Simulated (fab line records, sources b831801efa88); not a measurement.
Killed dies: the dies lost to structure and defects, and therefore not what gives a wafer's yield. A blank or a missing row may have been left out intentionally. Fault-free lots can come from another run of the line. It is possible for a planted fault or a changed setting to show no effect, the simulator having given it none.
Shared-tool check :: flow gf180mcu :: Sample size 14 lots and 42 wafers

## WHY THIS WAS OPENED
GF_HV_LDD_THK_MEAS_55, reading HV_LDD_CVD_54_THK: flagged on 2 of 14 lots. Fault-free wafers read 10.05 nm, with a standard deviation of 0.19.
Rule: a lot is flagged when every wafer of it that has a number lies more than 4 standard deviations from that mean, or none has a number. The rest of the lots are taken to be sound.

lot: L939
measured: day 12 14:35
on: film_metro-03
HV_LDD_CVD_54_THK (nm), wafer by wafer: 9.98 10.11 10.09
flag: 

lot: L940
measured: day 12 21:14
on: film_metro-04
HV_LDD_CVD_54_THK (nm), wafer by wafer: 9.84 9.87 9.73
flag: 

lot: L941
measured: day 13 09:38
on: film_metro-03
HV_LDD_CVD_54_THK (nm), wafer by wafer: 10.04 9.87 10.04
flag: 

lot: L942
measured: day 13 16:33
on: film_metro-03
HV_LDD_CVD_54_THK (nm), wafer by wafer: 9.89 9.95 9.90
flag: 

lot: L943
measured: day 13 23:31
on: film_metro-03
HV_LDD_CVD_54_THK (nm), wafer by wafer: 9.93 10.06 9.98
flag: 

lot: L944
measured: day 14 10:31
on: film_metro-04
HV_LDD_CVD_54_THK (nm), wafer by wafer: 10.38 10.31 10.39
flag: 

lot: L947
measured: day 15 09:27
on: film_metro-01
HV_LDD_CVD_54_THK (nm), wafer by wafer: 10.42 10.31 10.41
flag: 

lot: L949
measured: day 16 05:29
on: film_metro-04
HV_LDD_CVD_54_THK (nm), wafer by wafer: 10.28 10.29 10.10
flag: 

lot: L950
measured: day 16 15:27
on: film_metro-03
HV_LDD_CVD_54_THK (nm), wafer by wafer: 10.19 10.08 10.19
flag: 

lot: L951
measured: day 17 00:58
on: film_metro-03
HV_LDD_CVD_54_THK (nm), wafer by wafer: 9.79 9.91 9.92
flag: 

lot: L952
measured: day 17 07:54
on: film_metro-01
HV_LDD_CVD_54_THK (nm), wafer by wafer: 10.11 10.15 10.03
flag: 

lot: L953
measured: day 17 10:50
on: film_metro-01
HV_LDD_CVD_54_THK (nm), wafer by wafer: 16.98 17.09 16.85
flag: FLAGGED

lot: L954
measured: day 17 20:02
on: film_metro-01
HV_LDD_CVD_54_THK (nm), wafer by wafer: 17.08 17.08 16.82
flag: FLAGGED

lot: L961
measured: day 20 03:35
on: film_metro-04
HV_LDD_CVD_54_THK (nm), wafer by wafer: 9.98 9.99 9.97
flag: 
Average over the flagged lots: 16.98 nm; offset from the usual +6.93 nm, equal to +36 standard deviations.

## TOOL THAT RAN EACH LOT
The record holds 1 process step before the reading, out of a route of 602 steps. Every cell lists first the tool, next ch and the chambers used by the sampled wafers, and last the start.
lot: L939
flag: 
GF_HV_LDD_CVD_54: lpcvd-02 ch 1, day 12 13:34

lot: L940
flag: 
GF_HV_LDD_CVD_54: lpcvd-01 ch 0, day 12 20:13

lot: L941
flag: 
GF_HV_LDD_CVD_54: lpcvd-02 ch 1, day 13 08:37

lot: L942
flag: 
GF_HV_LDD_CVD_54: lpcvd-01 ch 1, day 13 15:30

lot: L943
flag: 
GF_HV_LDD_CVD_54: lpcvd-01 ch 0, day 13 22:30

lot: L944
flag: 
GF_HV_LDD_CVD_54: lpcvd-02 ch 1, day 14 09:30

lot: L947
flag: 
GF_HV_LDD_CVD_54: lpcvd-02 ch 0, day 15 08:25

lot: L949
flag: 
GF_HV_LDD_CVD_54: lpcvd-02 ch 1, day 16 04:28

lot: L950
flag: 
GF_HV_LDD_CVD_54: lpcvd-02 ch 0, day 16 14:25

lot: L951
flag: 
GF_HV_LDD_CVD_54: lpcvd-01 ch 1, day 16 23:57

lot: L952
flag: 
GF_HV_LDD_CVD_54: lpcvd-01 ch 0, day 17 06:52

lot: L953
flag: FLAGGED
GF_HV_LDD_CVD_54: lpcvd-02 ch 1, day 17 09:48

lot: L954
flag: FLAGGED
GF_HV_LDD_CVD_54: lpcvd-02 ch 0, day 17 18:30

lot: L961
flag: 
GF_HV_LDD_CVD_54: lpcvd-01 ch 0, day 20 02:34
What is done by these steps:
- GF_HV_LDD_CVD_54: deposits SiO2 from TEOS, target thk 10 nm, time 75 s.
- GF_HV_LDD_THK_MEAS_55

## FLAGGED AGAINST TOTAL, ONE TOOL AT A TIME (gauges that did the reading follow at the end)
step: GF_HV_LDD_CVD_54
tool: lpcvd-01
lots run: 6
flagged: 0
share of the flagged lots: none
sound lots run after its first flagged lot: -

step: GF_HV_LDD_CVD_54
tool: lpcvd-02
lots run: 8
flagged: 2
share of the flagged lots: all
sound lots run after its first flagged lot: 0

step: GF_HV_LDD_THK_MEAS_55
tool: film_metro-01
lots run: 4
flagged: 2
share of the flagged lots: all
sound lots run after its first flagged lot: 0

step: GF_HV_LDD_THK_MEAS_55
tool: film_metro-03
lots run: 6
flagged: 0
share of the flagged lots: none
sound lots run after its first flagged lot: -

step: GF_HV_LDD_THK_MEAS_55
tool: film_metro-04
lots run: 4
flagged: 0
share of the flagged lots: none
sound lots run after its first flagged lot: -

## THE TABLE: WHAT IT ALLOWS
2 rows of the table ran every flagged lot: lpcvd-02 at GF_HV_LDD_CVD_54, film_metro-01 at GF_HV_LDD_THK_MEAS_55.
- lpcvd-02 at GF_HV_LDD_CVD_54: 2 of its 8 lots flagged. A fault beginning between L950 (day 16 14:25), its last sound lot, and L953 (day 17 09:48), its first flagged one, fits the data.
- film_metro-01 at GF_HV_LDD_THK_MEAS_55: 2 of its 4 lots flagged. A fault beginning between L952 (day 17 07:54), its last sound lot, and L953 (day 17 10:50), its first flagged one, fits the data.
A lot count leaves these 2 tools indistinguishable: every one of them fits a fault beginning at some hour. More lots, or a look at what each step does to the wafer, might.

## WHAT HAD BEEN PUT IN BY THE SIMULATOR
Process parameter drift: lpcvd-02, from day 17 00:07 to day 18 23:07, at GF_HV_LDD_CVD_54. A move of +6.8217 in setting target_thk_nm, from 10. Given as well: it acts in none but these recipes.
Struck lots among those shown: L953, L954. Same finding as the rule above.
